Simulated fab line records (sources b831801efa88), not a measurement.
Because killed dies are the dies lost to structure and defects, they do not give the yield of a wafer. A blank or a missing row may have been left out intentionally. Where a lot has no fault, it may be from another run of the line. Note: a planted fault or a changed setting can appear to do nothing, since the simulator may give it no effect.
Which of the tools did it?	flow sky130	6 lots with 18 wafers sampled at 4 steps, on a route of 708 steps

WHAT EACH GAUGE READ, for each wafer
SKY_CONTACT_RS_MEAS_25: measures by four-point-probe.
lot	measured	on	CONTACT_W_RS (ohm/sq)
L248	day 32 08:26	filmMetro-02	0.343 0.342 0.337
L250	day 33 04:51	filmMetro-01	0.340 0.344 0.347
L256	day 34 22:37	filmMetro-03	0.345 0.341 0.343
L259	day 35 21:32	filmMetro-02	0.342 0.345 0.338
L264	day 38 03:32	filmMetro-02	0.343 0.338 0.337
L268	day 40 08:24	filmMetro-01	0.342 0.345 0.345

TOOL THAT RAN EACH LOT (tool first, then ch and the chambers of the sampled wafers, then the start)
lot	SKY_LDD_P_STRIP_10	SKY_SD_P_IMPLANT_09	SKY_CONTACT_ETCH_16
L248	plasmaAsher-02 ch 0,1, day 19 20:58	implanter-02 ch 0, day 26 05:57	rieDiel-01 ch 0,1,3, day 32 07:33
L250	plasmaAsher-01 ch 0,1, day 20 21:22	implanter-01 ch 0, day 27 05:45	rieDiel-04 ch 0,2,3, day 33 03:57
L256	plasmaAsher-03 ch 0, day 22 22:16	implanter-04 ch 0, day 29 02:27	rieDiel-01 ch 0,1,3, day 34 21:39
L259	plasmaAsher-02 ch 0, day 23 22:34	implanter-04 ch 0, day 30 00:45	rieDiel-01 ch 1,2,3, day 35 20:37
L264	plasmaAsher-02 ch 0,1, day 26 08:36	implanter-02 ch 0, day 32 10:43	rieDiel-03 ch 0,1,2, day 38 02:36
L268	plasmaAsher-02 ch 0,1, day 29 00:15	implanter-04 ch 0, day 34 19:04	rieDiel-04 ch 1,2,3, day 40 07:30
- SKY_LDD_P_STRIP_10: strips in O2/N2.
- SKY_SD_P_IMPLANT_09
- SKY_CONTACT_ETCH_16: etches BARC in N2/H2, stops on SiO2, time 45.9 s, target depth 60 nm.

THE ANSWER, worked out from the rows above alone
Rule: the usual values come from the lots themselves. The widest of any qualifying gaps counts: lots, ordered by their means at a reading, are off when they make up no more than a third of the lots, leave a main group of 4 or more, and stand apart from it by 3 or more times the standard deviation of that group's means. A main group whose means are all the same, to the digits that the tables above print for the reading, isn't used. Also off: a lot with no number at a reading for which 4 or more lots have one. Any other lot the step has rows for is counted as sound.
No lot is off at any reading shown: from this, nothing can be told.

WHAT WAS PUT IN BY THE SIMULATOR
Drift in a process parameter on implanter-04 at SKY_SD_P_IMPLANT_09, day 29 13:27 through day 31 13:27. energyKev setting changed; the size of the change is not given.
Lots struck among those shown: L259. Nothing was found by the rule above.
